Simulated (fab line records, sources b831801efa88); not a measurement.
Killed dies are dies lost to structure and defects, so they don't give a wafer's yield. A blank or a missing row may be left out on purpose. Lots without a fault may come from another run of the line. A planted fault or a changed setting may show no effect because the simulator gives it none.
Chamber matching | flow gf180mcu | GF_STI_CMP_25 on cmp-01: 4 sister chambers
The step polishes, stops on Si3N4, t overpolish 33 s, target thk 524.6 nm. 8 wafers are shown with their chamber, then 12 later ones without.

WAFERS WITH THEIR CHAMBER
wafer  | chamber | motor_current_A (A) | time_to_endpoint_s (s)
L730.1 | 3       | 11.9                | 122
L732.4 | 3       | 11.5                | 117
L734.5 | 1       | 13.0                | 118
L735.2 | 0       | 10.8                | 133
L735.6 | 2       | 9.9                 | 124
L744.1 | 2       | 10.0                | 130
L744.4 | 1       | 13.1                | 117
L744.6 | 0       | 10.5                | 130

WAFERS WITHOUT THEIR CHAMBER
wafer  | motor_current_A (A) | time_to_endpoint_s (s)
L745.1 | 12.0                | 120
L745.2 | 10.7                | 135
L745.3 | 12.3                | 117
L747.2 | 12.7                | 120
L747.4 | 10.0                | 124
L747.5 | 12.1                | 120
L749.1 | 10.2                | 126
L749.4 | 12.1                | 116
L749.5 | 12.6                | 119
L751.1 | 12.5                | 124
L751.2 | 9.8                 | 129
L751.5 | 11.9                | 121

WHICH CHAMBER EACH WENT THROUGH
wafer  | from the rows above     | in truth
L745.1 | 3                       | 3
L745.2 | 0                       | 0
L745.3 | can't be placed: 3 or 1 | 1
L747.2 | 1                       | 1
L747.4 | 2                       | 2
L747.5 | 3                       | 3
L749.1 | can't be placed: 2 or 0 | 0
L749.4 | 3                       | 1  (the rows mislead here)
L749.5 | 1                       | 1
L751.1 | can't be placed: 1 or 3 | 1
L751.2 | 2                       | 2
L751.5 | 3                       | 3
Placed correctly: 8 of 12. Can't be placed from these rows: 3 (the true chamber is among the candidates in 3). Placed wrongly: 1.
How it was worked out, from the rows above alone: a wafer's distance from a chamber is the root of the sum, over the readings, of the square of ((its reading less the chamber's mean) divided by the reading's scatter). The wafer belongs to the nearest chamber; if the next one is less than 2 further off, it can't be placed. A chamber's mean is the mean of its shown wafers. The scatter: the root of (the sum of the squares of (reading less its chamber's mean) over the shown wafers, divided by (wafers less chambers)).
